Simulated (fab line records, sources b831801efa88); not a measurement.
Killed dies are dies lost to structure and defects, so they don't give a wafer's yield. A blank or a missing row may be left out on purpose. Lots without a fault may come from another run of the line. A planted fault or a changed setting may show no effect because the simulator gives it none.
A struck lot beside a sound one | flow sky130 | 18 steps out of a route of 708
Sound: wafers L291.1, L291.2, L291.6. Struck: wafers L311.1, L311.3, L311.6. The cause comes at the end.
At each step with rows: each side's tool, then ch and its chambers, then its first start. Under that, the readings that differ: sound wafers | struck wafers | difference of the means | sigmas: that difference in standard deviations of wafers without a fault.
alike: readings whose means differ by less than 2 such deviations, and words and numbers that are the same on both sides. not compared: withheld readings, readings that some wafer has no value for, bounds like >300 that may hide the same value, and numbers for which the record gives no deviation and whose values overlap.
The two part at a step that has a row with sigmas, a row that says differs or no value, or rows on one side only. Numbers that don't overlap but have no deviation are shown without sigmas and don't part them. A reading that every wafer of one side lacks parts them only if that side has two wafers or more.

first, 6 steps without rows for these wafers: SKY_LDD_N_IMPLANT_10; SKY_LDD_N_IMPLANT_11; SKY_LDD_N_IMPLANT_12; SKY_LDD_N_IMPLANT_13; SKY_LDD_N_IMPLANT_14; SKY_LDD_N_IMPLANT_15.
SKY_LDD_N_STRIP_16: strips in O2/N2.
  sound on plasma_asher-02 ch 0,1, day 17 20:52; struck on plasma_asher-01 ch 0,1, day 25 09:01
  reading                     | sound       | struck      | difference | sigmas
  drypump_motor_current_A (A) | 6.0 6.1 6.1 | 5.2 5.5 5.2 | -0.8       | -2
  alike: oes_product_au, strip_time_to_endpoint_s
  not compared: rf_hours_counter_h
SKY_LDD_N_TW_MEAS_17:
  sound on film_metro-01, day 17 20:58; struck on film_metro-02, day 25 09:07
  reading  | sound          | struck         | difference | sigmas
  LDD_N_TW | 2593 2590 2586 | 2531 2536 2524 | -59        | -2
then, 4 steps without rows for these wafers: SKY_LDD_P_DEHYDRATE_00 (time 60 s); SKY_LDD_P_HMDS_01 (prime time 60 s); SKY_LDD_P_COAT_02 (resist thk 1140 nm); SKY_LDD_P_SOFTBAKE_03 (time 60 s).
SKY_LDD_P_EXPOSE_04: exposes mask PSDM, target cd 380 nm.
  sound on iline_stepper-02 ch 0, day 18 10:55; struck on iline_stepper-02 ch 0, day 25 23:37
  reading               | sound                | struck               | difference | sigmas
  exposure_dose_mJ_cm2  | 138.05 137.87 137.73 | 139.39 139.54 139.51 | +1.60      | +13
  stage_vel_mm_s (mm/s) | 499.88 499.85 499.61 | 500.61 500.20 500.28 | +0.58      | +2
  alike: mask, focus_offset_nm
then, 2 steps without rows for these wafers: SKY_LDD_P_PEB_05; SKY_LDD_P_DEVELOP_06 (develop time 60 s).
SKY_LDD_P_CD_MEAS_07: target cd 380 nm.
  sound on cd_sem-02, day 19 01:56; struck on cd_sem-02, day 26 13:58
  reading    | sound             | struck            | difference | sigmas
  cd_nm (nm) | 380.9 377.4 377.4 | 373.2 364.7 377.6 | -6.7       | -3
SKY_LDD_P_OVL_MEAS_08:
  sound on overlay-01, day 19 02:04; struck on overlay-01, day 26 14:05
  alike: LDD_P_OVL
-- the record jumps here: 24 days lie between the struck wafers' starts before and after (it left off in module LDD_P and takes up again in module PAD_OPEN, whose first step shown is number 708 of the route) --
SKY_PAD_OPEN_PROBE_99:
  sound on prober-01, day 45 21:10; struck on prober-01, day 50 12:30
  alike: killed_at_M0_to_M3, killed_at_M4_up, killed_at_contacts, killed_at_front_end, killed_at_other, killed_dies, killed_on_rim, killed_open, killed_short

WHERE THEY PART
First at SKY_LDD_N_STRIP_16; last, within this record, at SKY_LDD_P_CD_MEAS_07. Later steps at which nothing parts them and some readings are alike: SKY_LDD_P_OVL_MEAS_08, SKY_PAD_OPEN_PROBE_99.

WHY: what the simulator had put in
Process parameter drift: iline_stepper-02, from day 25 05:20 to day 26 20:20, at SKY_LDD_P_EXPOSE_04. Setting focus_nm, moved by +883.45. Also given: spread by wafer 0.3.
